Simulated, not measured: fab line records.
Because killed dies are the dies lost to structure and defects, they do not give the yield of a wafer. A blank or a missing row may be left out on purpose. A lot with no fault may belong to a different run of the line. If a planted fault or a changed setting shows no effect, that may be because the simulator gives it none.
A struck lot beside a sound one + flow sky130 + 22 steps out of a route of 708
Sound: these wafers, L148.1, L148.2, L148.5. Struck: wafer L139.2 (left out: L139.3, a lot-mate that was not struck); the cause follows at the end.
Per side, at each step with rows, come the tool, then ch with its chambers, and then its first start. Under that, the readings that differ: sound wafers + struck wafers + difference of the means + sigmas: that difference in standard deviations of wafers without a fault.
alike: same words and numbers on both sides, and readings whose means sit less than 2 such deviations apart. not compared: any withheld reading, any reading some wafer has no value for, any bound like >300 that may hide the same value, and any number with overlapping values for which the record gives no deviation.
The two part at a step that has a row with sigmas, a row that says differs or no value, or rows on one side only. Non-overlapping numbers with no deviation appear without sigmas and do not part them. Lack of a reading on every wafer of one side parts them only where that side has two or more wafers.

first, 2 steps without rows for these wafers: SKY_RES_PROTECT_DEVELOP_06 (develop time 60 s); SKY_POLY_GATE_IMPLANT_02.
SKY_RES_PROTECT_STRIP_07: strips in O2/N2.
  sound on plasma_asher-04 ch 0,1, day 20 18:57; struck on plasma_asher-01 ch 0, day 18 01:31
  alike: drypump_motor_current_A, oes_product_au, strip_time_to_endpoint_s
  not compared: rf_hours_counter_h
SKY_RES_PROTECT_TW_MEAS_08:
  sound on film_metro-02 at day 20 19:03; struck on film_metro-02 at day 18 01:37
  alike: POLY_GATE_TW
then, 2 steps without rows for these wafers: SKY_RES_PROTECT_CLEAN_09 (cleans in SC1/SC2, time 150 s); SKY_POLY_GATE_CVD_03 (deposits Si3N4 from DCS/NH3, target thk 75 nm, time 1290 s).
SKY_POLY_GATE_THK_MEAS_04:
  sound on film_metro-03 at day 20 20:31; struck on film_metro-03 at day 18 05:28
| reading                   | sound          | struck | difference | sigmas |
|---------------------------|----------------|--------|------------|--------|
| POLY_GATE_CVD_03_THK (nm) | 74.4 74.1 74.4 | 75.7   | +1.4       | +2     |
then, 5 steps without rows for these wafers: SKY_POLY_GATE_DEHYDRATE_05 (time 60 s); SKY_POLY_GATE_HMDS_06 (prime time 60 s); SKY_POLY_GATE_COAT_07 (resist thk 110 nm); SKY_POLY_GATE_COAT_08 (resist thk 450 nm); SKY_POLY_GATE_SOFTBAKE_09 (time 90 s).
SKY_POLY_GATE_EXPOSE_10: exposes mask P1M, target cd 150 nm.
  sound on krf_scanner-01 ch 0, day 21 12:10; struck on krf_scanner-01 ch 0, day 18 20:50
  alike: mask
then, 2 steps without rows for these wafers: SKY_POLY_GATE_PEB_11; SKY_POLY_GATE_DEVELOP_12 (develop time 60 s).
SKY_POLY_GATE_CD_MEAS_13: target cd 150 nm.
  sound on cd_sem-02 at day 22 02:53; struck on cd_sem-01 at day 19 11:59
| reading    | sound             | struck | difference | sigmas |
|------------|-------------------|--------|------------|--------|
| cd_nm (nm) | 148.6 148.4 148.8 | 106.9  | -41.7      | -32    |
SKY_POLY_GATE_OVL_MEAS_14:
  sound on overlay-01 at day 22 03:00; struck on overlay-01 at day 19 12:06
  alike: POLY_GATE_OVL
SKY_POLY_GATE_ETCH_15: etches BARC in N2/H2, stops on SiO2, time 118.5 s, target depth 110 nm.
  sound on rie_diel-01 ch 1,2, day 22 03:02; struck on rie_diel-02 ch 0, day 19 12:08
| reading                    | sound             | struck | difference | sigmas |
|----------------------------|-------------------|--------|------------|--------|
| model.POLY_GATE.cd_nm (nm) | 149.7 146.7 148.2 | 107.8  | -40.4      |        |
  alike: drypump_motor_current_A, oes_product_au, throttle_valve_pct
  not compared: rf_hours_counter_h
SKY_POLY_GATE_ETCH_16: etches Si3N4 in CH3F/O2, stops on poly-Si, time 147.5 s, target depth 75 nm.
  sound on rie_diel-01 ch 1,2, day 22 03:07; struck on rie_diel-02 ch 0, day 19 12:13
| reading               | sound             | struck | difference | sigmas |
|-----------------------|-------------------|--------|------------|--------|
| oes_product_au (a.u.) | 0.624 0.636 0.639 | 0.646  | +0.013     | +3     |
  alike: drypump_motor_current_A, throttle_valve_pct
  not compared: rf_hours_counter_h
SKY_POLY_GATE_ETCH_17: etches poly-Si in HBr/Cl2, stops on SiO2, target depth 180 nm, time 70.5 s.
  sound on rie_si-02 ch 0,2, day 22 03:13; struck on rie_si-01 ch 1, day 19 12:19
| reading                    | sound           | struck | difference | sigmas |
|----------------------------|-----------------|--------|------------|--------|
| model.POLY_GATE.cd_nm (nm) | 150.2 146.3 148 | 106.4  | -41.8      |        |
  alike: drypump_motor_current_A, oes_product_au, throttle_valve_pct
  not compared: rf_hours_counter_h
SKY_POLY_GATE_STRIP_18: strips in O2/N2.
  sound on plasma_asher-02 ch 0,1, day 22 03:16; struck on plasma_asher-04 ch 0, day 19 12:22
  alike: drypump_motor_current_A, oes_product_au, strip_time_to_endpoint_s
  not compared: rf_hours_counter_h
-- record jumps: 29 days separate the struck wafers' starts on either side; left off in module POLY_GATE, taken up again in module PAD_OPEN, whose first shown step is the route's number 708 --
SKY_PAD_OPEN_PROBE_99:
  sound on prober-02 at day 49 16:09; struck on prober-01 at day 48 02:08
| reading             | sound | struck | difference | sigmas |
|---------------------|-------|--------|------------|--------|
| killed_at_front_end | 14 20 | 432    | +415       | +86    |
| killed_dies         | 94 86 | 492    | +402       | +41    |
| killed_on_rim       | 18 20 | 96     | +77        | +19    |
  alike: killed_at_M0_to_M3, killed_at_M4_up, killed_at_contacts, killed_at_other, killed_open, killed_short

== WHERE THEY PART ==
Earliest at SKY_POLY_GATE_THK_MEAS_04; latest, in this record, at SKY_PAD_OPEN_PROBE_99.

WHY: what had been put in by the simulator
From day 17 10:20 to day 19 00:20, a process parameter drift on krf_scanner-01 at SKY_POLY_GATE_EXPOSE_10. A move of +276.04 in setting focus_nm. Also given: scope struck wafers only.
